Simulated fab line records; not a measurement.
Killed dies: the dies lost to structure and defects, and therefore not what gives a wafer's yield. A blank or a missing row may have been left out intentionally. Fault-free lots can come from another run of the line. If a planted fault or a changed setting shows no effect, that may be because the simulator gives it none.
Struck lot and sound lot, side by side | flow sky130 | 15 out of 708 route steps
Sound: the wafers L783.1, L783.3, L783.6. Wafers L782.1, L782.2, L782.4 were the ones struck. The cause is named last.
Order at every step that has rows: each side's tool, ch and its chambers, its first start. Under that, the readings that differ: sound wafers | struck wafers | difference of the means | sigmas: that difference in standard deviations of wafers without a fault.
alike: words and numbers the same on both sides, and readings whose means are apart by under 2 such deviations; not compared: readings that were withheld, readings missing a value for some wafer, numbers with overlapping values and no deviation given by the record, and bounds like >300 which may hide the same value.
The two part at a step that has a row with sigmas, a row that says differs or no value, or rows on one side only. Non-overlapping numbers with no deviation appear without sigmas and do not part them. A reading missing from all wafers of one side parts the sides only when that side holds two or more wafers.

first, 8 steps without rows for these wafers: SKY_VIA2_DEHYDRATE_04 (time 60 s); SKY_VIA2_HMDS_05 (prime time 60 s); SKY_VIA2_COAT_06 (resist thk 60 nm); SKY_VIA2_COAT_07 (resist thk 450 nm); SKY_VIA2_SOFTBAKE_08 (time 90 s); SKY_VIA2_EXPOSE_09 (exposes mask VIM2, target cd 200 nm); SKY_VIA2_PEB_10; SKY_VIA2_DEVELOP_11 (develop time 60 s).
SKY_VIA2_CD_MEAS_12: the cd target is 200 nm.
  sound: cd_sem-01 at day 41 16:58; struck: cd_sem-02 at day 41 11:34
  alike: cd_nm
SKY_VIA2_OVL_MEAS_13:
  sound: overlay-02 at day 41 17:05; struck: overlay-02 at day 41 11:41
  alike: VIA2_OVL
SKY_VIA2_ETCH_14: etches BARC in N2/H2, stops on SiO2, time 45.9 s, target depth 60 nm.
  sound on rie_diel-03 ch 1,3, day 41 17:07; struck on rie_diel-02 ch 0,1,3, day 41 11:44
  alike: drypump_motor_current_A, oes_product_au, throttle_valve_pct
  not compared: rf_hours_counter_h
SKY_VIA2_ETCH_15: etches SiO2 in C4F8/O2/Ar, stops on TiN, target depth 546 nm, time 84 s.
  sound on rie_diel-03 ch 1,3, day 41 17:09; struck on rie_diel-02 ch 0,1,3, day 41 11:46
  reading               | sound             | struck            | difference | sigmas
  oes_product_au (a.u.) | 0.936 0.940 0.944 | 0.950 0.953 0.943 | +0.009     | +2
  not compared: rf_hours_counter_h
SKY_VIA2_STRIP_16: strips in O2/N2.
  sound on plasma_asher-04 ch 0,1, day 41 17:13; struck on plasma_asher-01 ch 0,1, day 41 11:50
  no value came back on the struck wafers for chamber_pressure_mTorr (mTorr), drypump_motor_current_A (A), oes_product_au (a.u.), strip_time_to_endpoint_s (s); on the sound wafers chamber_pressure_mTorr (mTorr) reads 1502.1 1502.7 1499.4
  reading                                     | sound | struck            | difference | sigmas
  model.KrF-thick_of_VIA2_COAT_07.thk_nm (nm) | 0 0 0 | 279.6 286.1 286.7 | +284.1     |
  not compared: rf_hours_counter_h
then, 1 step without rows for these wafers: SKY_VIA2_STRIP_17 (strips in post etch residue remover, time 1200 s).
-- the record jumps here: 8 days lie between the struck wafers' starts before and after (it left off in module VIA2 and takes up again in module PAD_OPEN, whose first step shown is number 708 of the route) --
SKY_PAD_OPEN_PROBE_99:
  sound: prober-02 at day 50 00:56; struck: prober-01 at day 49 19:39
  reading                  | sound          | struck         | difference | sigmas
  defect_limited_yield (%) | 86.4 84.1 81.9 | 0 0 0          | -84        | -44
  killed_at_M0_to_M3       | 32 40 46       | 442 447 444    | +405       | +56
  killed_dies              | 67 78 89       | 492 492 492    | +414       | +45
  killed_on_rim            | 12 18 20       | 96 96 96       | +79        | +20
  sort_bin_5_function (%)  | 8.3 8.1 10.4   | 93.3 93.3 93.5 | +84.4      | +56
  sort_n_pass              | 425 414 403    | 0 0 0          | -414       | -45
  sort_yield_pct (%)       | 86.4 84.1 81.9 | 0 0 0          | -84        | -44
  alike: killed_at_M4_up, killed_at_contacts, killed_at_front_end, killed_at_other, killed_open, killed_short, sort_bin_3_pad_short, sort_bin_6_memory

== WHERE THEY PART ==
First at SKY_VIA2_ETCH_15; last, within this record, at SKY_PAD_OPEN_PROBE_99.

WHY: the cause the simulator had injected
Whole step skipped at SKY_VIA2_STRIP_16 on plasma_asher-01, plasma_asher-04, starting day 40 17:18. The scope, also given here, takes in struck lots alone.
